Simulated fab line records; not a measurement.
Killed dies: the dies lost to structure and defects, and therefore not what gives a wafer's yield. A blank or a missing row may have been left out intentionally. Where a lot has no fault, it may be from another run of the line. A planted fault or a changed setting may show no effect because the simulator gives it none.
Which tool is to blame? || flow gf180mcu || at 1 step of a route of 602, 7 lots with 21 wafers sampled

== WHAT THE GAUGES SHOWED, per wafer ==
GF_STI_BOW_MEAS_00.
{"lot": "L704", "measured": "day 1 20:00", "on": "film_metro-03", "INCOMING_BOW (um)": "-2 7 -9"}
{"lot": "L706", "measured": "day 2 06:01", "on": "film_metro-04", "INCOMING_BOW (um)": "0 1 2"}
{"lot": "L709", "measured": "day 2 21:00", "on": "film_metro-01", "INCOMING_BOW (um)": "6 6 -1"}
{"lot": "L712", "measured": "day 3 12:00", "on": "film_metro-01", "INCOMING_BOW (um)": "-8 1 6"}
{"lot": "L714", "measured": "day 3 22:01", "on": "film_metro-04", "INCOMING_BOW (um)": "-14 -9 0"}
{"lot": "L716", "measured": "day 4 08:00", "on": "film_metro-03", "INCOMING_BOW (um)": "-1 2 1"}
{"lot": "L725", "measured": "day 6 05:00", "on": "film_metro-01", "INCOMING_BOW (um)": "3 11 0"}

== WHAT TOOL EACH LOT RAN ON (gives the tool, then ch and the chambers of the sampled wafers, and finally the start) ==
The record shows no process step preceding these readings.

== THE ANSWER, worked out from the rows above alone ==
Rule: usual is defined by the lots themselves. The widest of any qualifying gaps counts: lots, ordered by their means at a reading, are off when they make up no more than a third of the lots, leave a main group of 4 or more, and stand apart from it by 3 or more times the standard deviation of that group's means. A main group whose means are all the same, to the digits that the tables above print for the reading, isn't used. Also off: a lot with no number at a reading for which 4 or more lots have one. Any other lot the step has rows for is counted as sound.
Across all readings shown, no lot is off: no conclusion can be drawn from this.

== WHAT THE SIMULATOR PUT IN ==
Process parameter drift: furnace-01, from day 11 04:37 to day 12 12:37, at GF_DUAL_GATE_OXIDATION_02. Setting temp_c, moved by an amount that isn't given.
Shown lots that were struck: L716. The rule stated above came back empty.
